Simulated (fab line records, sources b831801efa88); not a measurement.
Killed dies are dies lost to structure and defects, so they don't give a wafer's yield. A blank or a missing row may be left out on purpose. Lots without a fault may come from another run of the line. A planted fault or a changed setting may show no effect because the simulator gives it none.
One fault seen from 2 desks | flow gf180mcu | each desk has only its own numbers; what lay behind them comes last

THE METROLOGY DESK
What the gauges read, lot by lot, whatever tool the lot ran on: means of the sampled wafers that have a number. A lot is out of limits, marked OUT, if its mean lies more than 4 standard deviations from the usual mean; the brackets give that distance.
Columns: A = MVSD_OVL at GF_MVSD_OVL_MEAS_07, usual -1.2 nm; B = MVSD_TW at GF_MVSD_TW_MEAS_11, usual 1562; C = MVPSD_OVL at GF_MVPSD_OVL_MEAS_07, usual 0.2 nm; D = MVSD_RS at GF_VT_IMPLANT_RS_MEAS_46, usual 457.0 ohm/sq
lot  | first seen here | A    | B               | C    | D
L353 | day 4 10:53     | -1.0 | 1557            | 2.0  | 456.2
L354 | day 4 14:37     | -1.6 | 1561            | 1.3  | 457.3
L355 | day 4 21:17     | -0.3 | 1563            | -0.2 | 459.0
L356 | day 5 02:29     | -2.8 | 1561            | -1.2 | 457.8
L357 | day 5 07:56     | -1.9 | 1593            | -1.0 | 456.0
L358 | day 5 14:21     | -0.8 | 1589            | 1.2  | 456.3
L364 | day 7 06:11     | 1.8  | 1505            | -1.5 | 501.5 (+34) OUT
L365 | day 7 10:55     | -0.8 | 1472 (-5.3) OUT | 0.6  | 497.0 (+31) OUT
L370 | day 8 12:38     | 1.2  | 1549            | 0.3  | 458.3
L372 | day 9 00:59     | -3.2 | 1550            | 0.1  | 456.3
L373 | day 9 08:17     | -2.6 | 1570            | -0.9 | 456.2
L375 | day 9 17:28     | -2.8 | 1543            | 2.9  | 456.5
L376 | day 10 01:29    | -1.7 | 1534            | 1.4  | 458.4
This desk's finding: out of limits on L364, L365; first on L365, day 7 11:22 (MVSD_TW at GF_MVSD_TW_MEAS_11). In limits: L353, L354, L355, L356, L357, L358, L370, L372, L373, L375, L376.

THE TOOL OWNER'S DESK: implanter-03
The tool's own readings at GF_MVSD_IMPLANT_08: means of the sampled wafers that have a number, for each lot that ran on this tool. A lot is out of limits, marked OUT, if its mean lies more than 4 standard deviations from the usual mean; the brackets give that distance.
Columns: A = dose_ions_cm2 at GF_MVSD_IMPLANT_08, usual 1.6e+13; B = faraday_current_uA at GF_MVSD_IMPLANT_08, usual 90.0
lot  | first seen here | A                         | B
L355 | day 4 21:20     | 1.6e+13                   | 89.6
L358 | day 5 14:26     | 1.6e+13                   | 90.5
L364 | day 7 06:14     | 1.3e+13 (-99 or more) OUT | 75.4 (-8.1) OUT
L365 | day 7 10:59     | 1.3e+13 (-99 or more) OUT | 77.4 (-7.0) OUT
This desk's finding: out of limits on L364, L365; first on L364, day 7 06:14 (dose_ions_cm2 at GF_MVSD_IMPLANT_08). In limits: L355, L358.

PUT TOGETHER
The tool owner's desk could have raised an alarm at day 7 06:14, on L364, L365.
The metrology desk could have raised an alarm at day 7 11:22, on L364, L365.
Of the lots named, all ran GF_MVSD_IMPLANT_08 on implanter-03.

WHAT THE SIMULATOR HAD PUT IN
Process parameter drift: implanter-03, from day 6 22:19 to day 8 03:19, at GF_MVSD_IMPLANT_08. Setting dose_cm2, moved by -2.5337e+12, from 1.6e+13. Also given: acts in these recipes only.
Lots struck among those shown: L364, L365.
Hours from the fault's start to each desk's first reading out of limits: the tool owner's desk, 8; the metrology desk, 13.
